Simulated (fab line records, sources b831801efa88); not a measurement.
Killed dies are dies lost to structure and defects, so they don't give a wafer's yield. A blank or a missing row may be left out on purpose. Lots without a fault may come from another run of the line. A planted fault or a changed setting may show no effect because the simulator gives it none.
Chamber matching | flow sky130 | SKY_VIA2_CMP_24 on cmp-01: 4 sister chambers
The step polishes, stops on SiO2, t overpolish 20 s, target thk 0 nm. 8 wafers are shown with their chamber, then 12 later ones without.

WAFERS WITH THEIR CHAMBER
wafer  | chamber | motor_current_A (A) | overpolish_run_s (s)
L081.5 | 0       | 11.6                | 20.010
L082.6 | 3       | 11.3                | 20.006
L084.2 | 2       | 12.6                | 19.988
L084.5 | 1       | 10.3                | 20.006
L084.6 | 2       | 12.5                | 19.996
L086.4 | 1       | 10.4                | 20.009
L086.5 | 0       | 12.7                | 20.012
L086.6 | 3       | 11.1                | 20.001

WAFERS WITHOUT THEIR CHAMBER
wafer  | motor_current_A (A) | overpolish_run_s (s)
L088.2 | 12.0                | 19.993
L088.5 | 11.3                | 19.992
L088.6 | 11.9                | 19.996
L090.1 | 10.8                | 19.999
L090.2 | 12.4                | 19.999
L090.4 | 11.5                | 19.999
L091.4 | 11.9                | 20.011
L091.5 | 10.8                | 20.000
L091.6 | 13.1                | 20.004
L092.2 | 11.9                | 19.994
L092.5 | 10.8                | 20.009
L092.6 | 12.2                | 19.997

WHICH CHAMBER EACH WENT THROUGH
wafer  | from the rows above          | in truth
L088.2 | 2                            | 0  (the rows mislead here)
L088.5 | can't be placed: 2 or 3 or 1 | 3
L088.6 | can't be placed: 2 or 3      | 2
L090.1 | can't be placed: 3 or 1      | 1
L090.2 | can't be placed: 2 or 3 or 0 | 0
L090.4 | can't be placed: 3 or 2      | 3
L091.4 | 0                            | 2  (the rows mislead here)
L091.5 | can't be placed: 3 or 1      | 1
L091.6 | can't be placed: 0 or 2 or 3 | 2
L092.2 | can't be placed: 2 or 3      | 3
L092.5 | can't be placed: 1 or 3      | 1
L092.6 | can't be placed: 2 or 3      | 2
Placed correctly: 0 of 12. Can't be placed from these rows: 10 (the true chamber is among the candidates in 10). Placed wrongly: 2.
How it was worked out, from the rows above alone: a wafer's distance from a chamber is the root of the sum, over the readings, of the square of ((its reading less the chamber's mean) divided by the reading's scatter). The wafer belongs to the nearest chamber; if the next one is less than 2 further off, it can't be placed. A chamber's mean is the mean of its shown wafers. The scatter: the root of (the sum of the squares of (reading less its chamber's mean) over the shown wafers, divided by (wafers less chambers)).
